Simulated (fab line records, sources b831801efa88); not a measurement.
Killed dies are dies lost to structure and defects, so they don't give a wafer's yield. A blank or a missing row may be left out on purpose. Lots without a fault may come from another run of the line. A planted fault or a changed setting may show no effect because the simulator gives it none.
Chamber matching | flow gf180mcu | GF_V3_CMP_26 on cmp-02: 4 sister chambers
The step polishes, stops on SiO2, t overpolish 15 s, target thk 0 nm. 20 wafers are shown with their chamber, then 10 later ones without.

WAFERS WITH THEIR CHAMBER
wafer  | chamber | motor_current_A (A) | time_to_endpoint_s (s) | overpolish_run_s (s)
L528.1 | 2       | 9.4                 | 91                     | 15.008
L528.2 | 0       | 12.2                | 85                     | 14.987
L528.6 | 3       | 9.2                 | 88                     | 15.001
L529.2 | 1       | 12.1                | 81                     | 15.000
L529.3 | 3       | 9.9                 | 92                     | 15.006
L529.4 | 2       | 9.2                 | 88                     | 15.023
L530.3 | 3       | 9.4                 | 91                     | 14.993
L530.5 | 0       | 12.4                | 86                     | 15.022
L530.6 | 1       | 12.0                | 82                     | 14.995
L532.1 | 3       | 10.1                | 89                     | 14.985
L532.3 | 0       | 12.3                | 82                     | 15.014
L532.5 | 0       | 11.8                | 82                     | 14.997
L536.1 | 2       | 8.6                 | 86                     | 15.007
L536.3 | 3       | 9.7                 | 88                     | 15.015
L536.5 | 0       | 12.3                | 84                     | 14.991
L537.2 | 0       | 12.7                | 85                     | 15.004
L537.3 | 1       | 12.1                | 77                     | 15.003
L537.4 | 3       | 10.0                | 87                     | 14.996
L544.2 | 1       | 11.5                | 81                     | 15.005
L544.3 | 2       | 9.5                 | 85                     | 15.020

SIGNATURES (means of the wafers above)
reading            | chamber 0 | chamber 1 | chamber 2 | chamber 3 | scatter within a chamber
motor_current_A    | 12.283    | 11.925    | 9.175     | 9.717     | 0.335
time_to_endpoint_s | 84.00     | 80.25     | 87.50     | 89.17     | 2.07
overpolish_run_s   | 15.00250  | 15.00075  | 15.01450  | 14.99933  | 0.0104
Rule: a wafer's distance from a chamber is the root of the sum, over the readings, of the square of ((its reading less the chamber's mean) divided by the reading's scatter). The wafer belongs to the nearest chamber; if the next one is less than 2 further off, it can't be placed. The scatter: the root of (the sum of the squares of (reading less its chamber's mean) over the shown wafers, divided by (wafers less chambers)).

WAFERS WITHOUT THEIR CHAMBER
wafer  | motor_current_A (A) | time_to_endpoint_s (s) | overpolish_run_s (s)
L544.6 | 12.3                | 80                     | 14.987
L545.1 | 12.3                | 82                     | 15.004
L545.2 | 9.6                 | 92                     | 15.004
L545.3 | 8.8                 | 84                     | 14.993
L549.1 | 12.3                | 82                     | 14.997
L549.2 | 11.7                | 83                     | 15.001
L549.3 | 8.8                 | 91                     | 14.994
L551.2 | 9.4                 | 90                     | 14.993
L551.4 | 12.3                | 82                     | 15.008
L551.6 | 9.7                 | 93                     | 14.988

WHICH CHAMBER EACH WENT THROUGH
wafer  | from the rows above     | in truth
L544.6 | can't be placed: 1 or 0 | 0
L545.1 | can't be placed: 0 or 1 | 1
L545.2 | can't be placed: 3 or 2 | 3
L545.3 | can't be placed: 2 or 3 | 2
L549.1 | can't be placed: 0 or 1 | 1
L549.2 | can't be placed: 1 or 0 | 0
L549.3 | can't be placed: 2 or 3 | 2
L551.2 | can't be placed: 3 or 2 | 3
L551.4 | can't be placed: 0 or 1 | 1
L551.6 | can't be placed: 3 or 2 | 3
Placed correctly: 0 of 10. Can't be placed from these rows: 10 (the true chamber is among the candidates in 10). Placed wrongly: 0.
